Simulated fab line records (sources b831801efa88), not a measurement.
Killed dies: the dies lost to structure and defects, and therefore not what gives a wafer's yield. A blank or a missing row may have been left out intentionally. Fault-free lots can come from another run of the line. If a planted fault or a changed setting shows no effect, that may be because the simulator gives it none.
Which tool is to blame? | flow sky130 | 33 wafers from 11 lots sampled at 3 of the route's 708 steps

## WHAT THE GAUGES SHOWED, per wafer
SKY_CAP2M_THK_MEAS_04: measures by xrf. Usual: CAP2M_TIN_THK gives 201.1 nm (standard deviation 2.1).
lot  | measured     | on            | CAP2M_TIN_THK (nm) | flag
L987 | day 39 23:10 | film_metro-04 | 198.2 198.4 199.4  |
L991 | day 40 18:51 | film_metro-03 | 200.6 199.9 202.7  |
L993 | day 41 04:58 | film_metro-03 | 198.0 200.9 202.6  |
L994 | day 41 09:55 | film_metro-02 | 200.1 199.2 200.6  |
L995 | day 41 23:29 | film_metro-02 | 204.7 206.1 204.2  |
L997 | day 42 05:58 | film_metro-03 | 199.2 198.8 198.2  |
L998 | day 42 16:28 | film_metro-04 | 202.1 200.4 201.0  |
L100 | day 43 06:35 | film_metro-04 | 198.6 199.8 199.7  |
L102 | day 44 02:08 | film_metro-03 | 201.8 201.0 202.1  |
L104 | day 44 22:26 | film_metro-03 | 203.9 204.1 201.1  |
L107 | day 45 05:27 | film_metro-03 | 198.4 198.0 200.6  |

## EACH LOT AND THE TOOL THAT RAN IT (in order: tool; ch and the chambers of the sampled wafers; start)
lot  | SKY_CAPM_METAL_ETCH_13            | SKY_VIA3_CMP_24
L987 | rie_metal-01 ch 0,1, day 37 17:13 | cmp-01 ch 0,1,3, day 39 22:28
L991 | rie_metal-04 ch 0,1, day 38 12:22 | cmp-01 ch 0,2,3, day 40 18:05
L993 | rie_metal-02 ch 0,1, day 39 00:05 | cmp-02 ch 0,1, day 41 04:13
L994 | rie_metal-01 ch 1, day 39 06:04   | cmp-01 ch 1,3, day 41 09:12
L995 | rie_metal-04 ch 0,1, day 39 18:50 | cmp-02 ch 1,2,3, day 41 22:47
L997 | rie_metal-01 ch 0,1, day 40 01:13 | cmp-02 ch 0,1,2, day 42 05:15
L998 | rie_metal-02 ch 0,1, day 40 14:08 | cmp-02 ch 0,2, day 42 15:44
L100 | rie_metal-01 ch 0,1, day 41 02:56 | cmp-01 ch 1,2,3, day 43 05:57
L102 | rie_metal-01 ch 1, day 41 23:20   | cmp-02 ch 1,3, day 44 01:25
L104 | rie_metal-01 ch 0,1, day 42 20:37 | cmp-02 ch 1,2,3, day 44 21:40
L107 | rie_metal-01 ch 0,1, day 43 03:43 | cmp-01 ch 1,2, day 45 04:41
- SKY_CAPM_METAL_ETCH_13: etches TiN in Cl2/BCl3, stops on SiO2, target depth 220 nm, time 62.9 s.
- SKY_VIA3_CMP_24: polishes, stops on SiO2, t overpolish 20 s, target thk 0 nm.

## AS READ BY THE TOOLS THEMSELVES (means over the sampled wafers that have a number; for cases with no such wafer, the mark the record gives instead)
SKY_CAPM_METAL_ETCH_13. Usual: bias_w 49.78 W, standard deviation 0.14; drypump_motor_current_A 5.8 A, standard deviation 0.35; mfc_cl2_sccm 59.99 sccm, standard deviation 0.18; oes_product_au 0.944 a.u., standard deviation 0.0073; throttle_valve_pct 21.899 %, standard deviation 0.01.
lot  | tool         | bias_w (W) | drypump_motor_current_A (A) | mfc_cl2_sccm (sccm) | oes_product_au (a.u.) | throttle_valve_pct (%) | flag
L987 | rie_metal-01 | 49.76      | 5.3                         | 59.89               | 0.938                 | 21.906                 |
L991 | rie_metal-04 | 49.72      | 6.2                         | 59.88               | 0.948                 | 21.896                 |
L993 | rie_metal-02 | 49.82      | 5.7                         | 59.99               | 0.949                 | 21.894                 |
L994 | rie_metal-01 | 49.64      | 5.3                         | 59.90               | 0.939                 | 21.895                 |
L995 | rie_metal-04 | 49.85      | 6.1                         | 60.03               | 0.942                 | 21.898                 |
L997 | rie_metal-01 | 49.66      | 5.4                         | 60.02               | 0.956                 | 21.890                 |
L998 | rie_metal-02 | 49.82      | 5.7                         | 59.98               | 0.954                 | 21.900                 |
L100 | rie_metal-01 | 49.73      | 5.3                         | 59.98               | 0.949                 | 21.899                 |
L102 | rie_metal-01 | 49.85      | 5.3                         | 59.81               | 0.935                 | 21.905                 |
L104 | rie_metal-01 | 49.73      | 5.4                         | 59.87               | 0.944                 | 21.900                 |
L107 | rie_metal-01 | 49.76      | 5.4                         | 60.00               | 0.934                 | 21.898                 |

SKY_VIA3_CMP_24. Usual: motor_current_A 11.4 A, standard deviation 1; overpolish_run_s 20.001 s, standard deviation 0.0095; retaining_ring_pressure_frac 0.999, standard deviation 0.0048; time_to_endpoint_s 94 s, standard deviation 3.3.
lot  | tool   | motor_current_A (A) | overpolish_run_s (s) | retaining_ring_pressure_frac | time_to_endpoint_s (s) | flag
L987 | cmp-01 | 11.6                | 20.004               | 1.002                        | 93                     |
L991 | cmp-01 | 11.6                | 19.991               | 1.001                        | 92                     |
L993 | cmp-02 | 10.8                | 19.999               | 1.002                        | 93                     |
L994 | cmp-01 | 12.1                | 20.004               | 1.002                        | 93                     |
L995 | cmp-02 | 11.1                | 20.001               | 1.000                        | 90                     |
L997 | cmp-02 | 11.3                | 20.006               | 0.995                        | 93                     |
L998 | cmp-02 | 10.7                | 19.998               | 0.996                        | 92                     |
L100 | cmp-01 | 12.1                | 20.001               | 1.000                        | 101                    |
L102 | cmp-02 | 10.8                | 20.005               | 0.997                        | 91                     |
L104 | cmp-02 | 11.8                | 20.002               | 1.001                        | 96                     |
L107 | cmp-01 | 12.7                | 19.999               | 0.999                        | 95                     |

## THE ANSWER, worked out from the rows above alone
Rule: a lot counts as off when the mean over its wafers that have a number is more than 3 standard deviations away from the usual mean. A lot without any number at a reading at which 4 lots or more have one is off too. Any other lot the step has rows for is counted as sound. The gauges are gone through in route order, then the tools' own readings, and for those a lot's mean is taken as printed above. The first step at which some lot is off is used, and at that step the reading that is off furthest; a lot without a number counts as furthest.
Nothing can be told from this: no lot is off at any reading shown.

## WHAT HAD BEEN PUT IN BY THE SIMULATOR
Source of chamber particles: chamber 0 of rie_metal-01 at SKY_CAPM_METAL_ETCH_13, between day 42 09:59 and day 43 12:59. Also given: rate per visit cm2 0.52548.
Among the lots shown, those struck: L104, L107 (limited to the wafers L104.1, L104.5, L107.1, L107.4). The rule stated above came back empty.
